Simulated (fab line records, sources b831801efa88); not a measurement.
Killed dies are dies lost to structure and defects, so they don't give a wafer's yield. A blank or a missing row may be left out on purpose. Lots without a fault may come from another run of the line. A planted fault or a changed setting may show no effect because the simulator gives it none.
fab line records | flow sky130
record lots=5 wafers=15 last_day=50
route steps=708 shown NWELL@79 PWDE@84 VT_ADJUST_HVTP@85
lots that met no fault: from a run of the same line without faults
start_h: hours from the record's first day to the start of the lot's first wafer shown | wait_h: hours since the lot's step before | " the same as in the row above | L1.1+2: a row that stands for several wafers | - no value, or no start given | * or withheld: withheld | < > ~ a bound
route shown NAME@n: a module of which the file shows steps, and the number in the route of the first | usual: mean/standard deviation of fault-free wafers | same: alike in all rows | chamber/n: place in a boat | sites: the reading at each site | _std_site: their standard deviation | _edge_site: outer sites' mean less inner sites' | radius_mm: how far each site lies from the wafer's centre | mask NAME#n: copy n | behind: the tool/chamber that last shaped the wafer | hold: why the lot was held/for how many hours/how that ended | device: the transistor (n, p or np) that didn't switch | end of line: the same wafers' tests at the end of the route | a step without rows: its recipe alone | killed: dies lost to structure and defects at the first sort, not the wafer's yield | map: a wafer's dies, x killed, . not, _ none there
set.NAME: the setting as run; set.NAME@STEP: as run at that earlier step | model.NAME: the simulator's own value behind a step, which no gauge read
lots at some steps of the route; a table a step, a row a wafer
services: from which hour (start_h, from the record's first day; less than 0 if before it) a tool's chamber was out of use, for how many hours, and why
## steps
# step SKY_NWELL_TW_MEAS_26
# usual NWELL_2_TW=500/5
# columns lot.wafer tool chamber start_h wait_h NWELL_2_TW
L079.2 film_metro-03 - 135.30 0.1 495
L079.3 " - " " 495
L079.4 " - " " 491
L081.1 film_metro-02 - 148.89 0.1 503
L081.3 " - " " 505
L081.4 " - " " 504
L082.1 film_metro-02 - 154.99 0.1 506
L082.3 " - " " 505
L082.4 " - " " 505
L091.1 film_metro-02 - 215.14 0.1 506
L091.5 " - " " 505
L091.6 " - " " 504
L094.2 film_metro-02 - 238.36 0.1 503
L094.3 " - " " 505
L094.5 " - " " 505
# step SKY_NWELL_CLEAN_27
# recipe chemistry=SC1/SC2 mix=1:4:20 temp_c=70 time_s=150 dry=n2_spin
# columns lot.wafer tool chamber start_h wait_h
L079.2+3+4 wet_bench-04 1 135.35 0.0
L081.1+3+4 wet_bench-03 1 148.95 0.1
L082.1+3+4 wet_bench-03 1 155.05 0.1
L091.1+5+6 wet_bench-01 3 215.20 0.1
L094.2+3+5 wet_bench-03 2 238.41 0.0
# step SKY_NWELL_RTA_28
# recipe temp_c=1050 time_s=30 idle_temp_c=650 ramp_up_c_per_s=150 ramp_down_c_per_s=90 ambient=N2
# usual anneal_temp_c_max=1056.1/1.2 lamp_power_pct=25.31/0.055 wafer_temp_C_max=1054.8/0.88
# columns lot.wafer tool chamber start_h wait_h anneal_temp_c_max lamp_power_pct wafer_temp_C_max
L079.2 rtp_anneal-02 0 135.42 0.0 1055.9 25.39 1054.9
L079.3 " 0 " " 1056.0 25.31 1054.7
L079.4 " 0 " " 1056.3 25.27 1056.8
L081.1 rtp_anneal-01 0 149.00 0.0 1056.2 25.38 1054.8
L081.3 " 0 " " 1055.1 25.32 1054.3
L081.4 " 0 " " 1056.3 25.35 1054.3
L082.1 rtp_anneal-02 0 155.11 0.0 1057.9 25.27 1053.9
L082.3 " 0 " " 1056.8 25.30 1054.5
L082.4 " 0 " " 1055.8 25.24 1055.0
L091.1 rtp_anneal-02 0 215.25 0.0 1056.5 25.36 1054.7
L091.5 " 0 " " 1055.3 25.26 1054.6
L091.6 " 0 " " 1056.2 25.40 1055.1
L094.2 rtp_anneal-01 0 238.48 0.0 1056.0 25.31 1055.2
L094.3 " 0 " " 1055.7 25.30 1054.9
L094.5 " 0 " " 1058.0 25.33 1054.2
# step SKY_NWELL_RS_MEAS_29
# recipe thk_meas_gauge=four-point-probe
# usual NWELL_RS=625.2/1.6
# columns lot.wafer tool chamber start_h wait_h NWELL_RS[ohm/sq]
L079.2 film_metro-03 - 135.52 0.1 627.8
L079.3 " - " " 625.0
L079.4 " - " " 625.9
L081.1 film_metro-03 - 149.10 0.1 623.5
L081.3 " - " " 626.2
L081.4 " - " " 625.0
L082.1 film_metro-03 - 155.21 0.1 624.7
L082.3 " - " " 623.1
L082.4 " - " " 623.1
L091.1 film_metro-01 - 215.35 0.1 625.0
L091.5 " - " " 625.6
L091.6 " - " " 626.5
L094.2 film_metro-03 - 238.58 0.1 626.5
L094.3 " - " " 627.1
L094.5 " - " " 626.1
# step SKY_NWELL_RS_MEAS_31
# recipe thk_meas_gauge=four-point-probe
# usual PWDE_RS=5280/22
# columns lot.wafer tool chamber start_h wait_h PWDE_RS[ohm/sq]
L079.2 film_metro-03 - 135.76 0.1 5323
L079.3 " - " " 5302
L079.4 " - " " 5303
L081.1 film_metro-03 - 149.34 0.1 5232
L081.3 " - " " 5253
L081.4 " - " " 5254
L082.1 film_metro-03 - 155.45 0.1 5273
L082.3 " - " " 5271
L082.4 " - " " 5278
L091.1 film_metro-01 - 215.59 0.1 5277
L091.5 " - " " 5273
L091.6 " - " " 5267
L094.2 film_metro-03 - 238.82 0.1 5291
L094.3 " - " " 5273
L094.5 " - " " 5261
# step SKY_VT_ADJUST_HVTP_DEHYDRATE_00
# recipe temp_c=200 time_s=60
# usual resist_line_temp_C=22.99/0.1
# columns lot.wafer tool chamber start_h wait_h resist_line_temp_C
L079.2 litho_track-03 0 144.55 8.8 23.07
L079.3 " 0 " " 22.97
L079.4 " 0 " " 23.02
L081.1 litho_track-01 0 158.56 9.2 23.13
L081.3 " 0 " " 23.15
L081.4 " 0 " " 23.00
L082.1 litho_track-01 0 164.61 9.1 22.81
L082.3 " 0 " " 23.04
L082.4 " 0 " " 22.92
L091.1 litho_track-02 0 225.35 9.7 23.01
L091.5 " 0 " " 23.09
L091.6 " 0 " " 23.08
L094.2 litho_track-02 0 250.13 11.3 22.87
L094.3 " 0 " " 23.00
L094.5 " 0 " " 22.99
# step SKY_VT_ADJUST_HVTP_HMDS_01
# recipe prime_time_s=60 prime_temp_c=120
# usual resist_line_temp_C=23.04/0.11
# columns lot.wafer tool chamber start_h wait_h resist_line_temp_C
L079.2 litho_track-03 0 144.70 0.1 22.87
L079.3 " 0 " " 23.04
L079.4 " 0 " " 23.06
L081.1 litho_track-01 0 158.71 0.1 22.90
L081.3 " 0 " " 23.08
L081.4 " 0 " " 22.97
L082.1 litho_track-01 0 164.76 0.1 23.05
L082.3 " 0 " " 23.28
L082.4 " 0 " " 23.37
L091.1 litho_track-02 0 225.50 0.1 23.06
L091.5 " 0 " " 23.01
L091.6 " 0 " " 23.03
L094.2 litho_track-02 0 250.28 0.1 23.01
L094.3 " 0 " " 23.14
L094.5 " 0 " " 23.02
# step SKY_VT_ADJUST_HVTP_COAT_02
# recipe resist=NOVOLAK spin_rpm=3000 resist_thk_nm=1140
# usual dispense_pressure_kPa=53/4.2 resist_line_temp_C=22.99/0.11 spin_speed_rpm=2999.9/2.1
# columns lot.wafer tool chamber start_h wait_h dispense_pressure_kPa resist_line_temp_C spin_speed_rpm
L079.2 litho_track-03 0 144.85 0.1 56 23.18 3002.8
L079.3 " 0 " " 56 23.12 3003.1
L079.4 " 0 " " 56 23.10 3001.9
L081.1 litho_track-01 0 158.86 0.1 47 23.15 2999.9
L081.3 " 0 " " 47 22.97 3001.5
L081.4 " 0 " " 47 23.07 3000.3
L082.1 litho_track-01 0 164.91 0.1 47 22.98 3003.3
L082.3 " 0 " " 47 22.90 3003.6
L082.4 " 0 " " 47 23.12 2999.8
L091.1 litho_track-02 0 225.65 0.1 56 23.04 2998.2
L091.5 " 0 " " 56 22.89 2998.8
L091.6 " 0 " " 56 23.06 2998.1
L094.2 litho_track-02 0 250.43 0.1 56 22.77 2999.5
L094.3 " 0 " " 56 22.88 3003.3
L094.5 " 0 " " 56 22.91 2998.1
# step SKY_VT_ADJUST_HVTP_SOFTBAKE_03
# recipe temp_c=90 time_s=60 resist=NOVOLAK
# usual resist_line_temp_C=23.02/0.11
# columns lot.wafer tool chamber start_h wait_h resist_line_temp_C
L079.2 litho_track-03 0 145.00 0.1 22.94
L079.3 " 0 " " 22.97
L079.4 " 0 " " 23.04
L081.1 litho_track-01 0 159.01 0.1 23.00
L081.3 " 0 " " 22.91
L081.4 " 0 " " 23.13
L082.1 litho_track-01 0 165.06 0.1 23.05
L082.3 " 0 " " 22.95
L082.4 " 0 " " 23.03
L091.1 litho_track-02 0 225.80 0.1 23.19
L091.5 " 0 " " 23.23
L091.6 " 0 " " 23.00
L094.2 litho_track-02 0 250.58 0.1 22.96
L094.3 " 0 " " 22.91
L094.5 " 0 " " 23.09
# step SKY_VT_ADJUST_HVTP_EXPOSE_04
# recipe mask_id=HVTPM na=0.6 source_shape=conventional sigma_outer=0.6 polarization=unpolarized target_cd_nm=380 dose_mj=140
# columns lot.wafer tool chamber start_h wait_h mask
L079.2+3+4 iline_stepper-01 0 - - HVTPM#0
L081.1+3+4 iline_stepper-02 0 - - HVTPM#0
L082.1+3+4 iline_stepper-02 0 - - HVTPM#0
L091.1+5+6 iline_stepper-01 0 - - HVTPM#0
L094.2+3+5 iline_stepper-02 0 - - HVTPM#0
# step SKY_VT_ADJUST_HVTP_PEB_05
# recipe temp_c=withheld time_s=* resist=NOVOLAK
# usual resist_line_temp_C=*
# columns lot.wafer tool chamber start_h wait_h resist_line_temp_C
L079.2 litho_track-03 0 - - *
L079.3 " 0 " " *
L079.4 " 0 " " *
L081.1 litho_track-02 0 - - *
L081.3 " 0 " " *
L081.4 " 0 " " *
L082.1 litho_track-02 0 - - *
L082.3 " 0 " " *
L082.4 " 0 " " *
L091.1 litho_track-01 0 - - *
L091.5 " 0 " " *
L091.6 " 0 " " *
L094.2 litho_track-03 0 - - *
L094.3 " 0 " " *
L094.5 " 0 " " *
## services
# columns tool chamber start_h hours kind
iline_stepper-01 - 116.50 0.7 repair
iline_stepper-02 - 136.27 2.4 repair
rtp_anneal-02 - 148.95 4.0 pm
wet_bench-01 - 185.57 1.9 pm
iline_stepper-01 - 195.42 1.3 repair
iline_stepper-02 - 202.11 9.9 repair
wet_bench-04 - 208.08 3.7 repair
iline_stepper-02 - 236.64 - consumable_replace:lamp
wet_bench-04 - 242.62 4.2 repair
iline_stepper-02 - 243.32 1.7 pm
iline_stepper-01 - 245.56 0.6 repair
## key
fault none
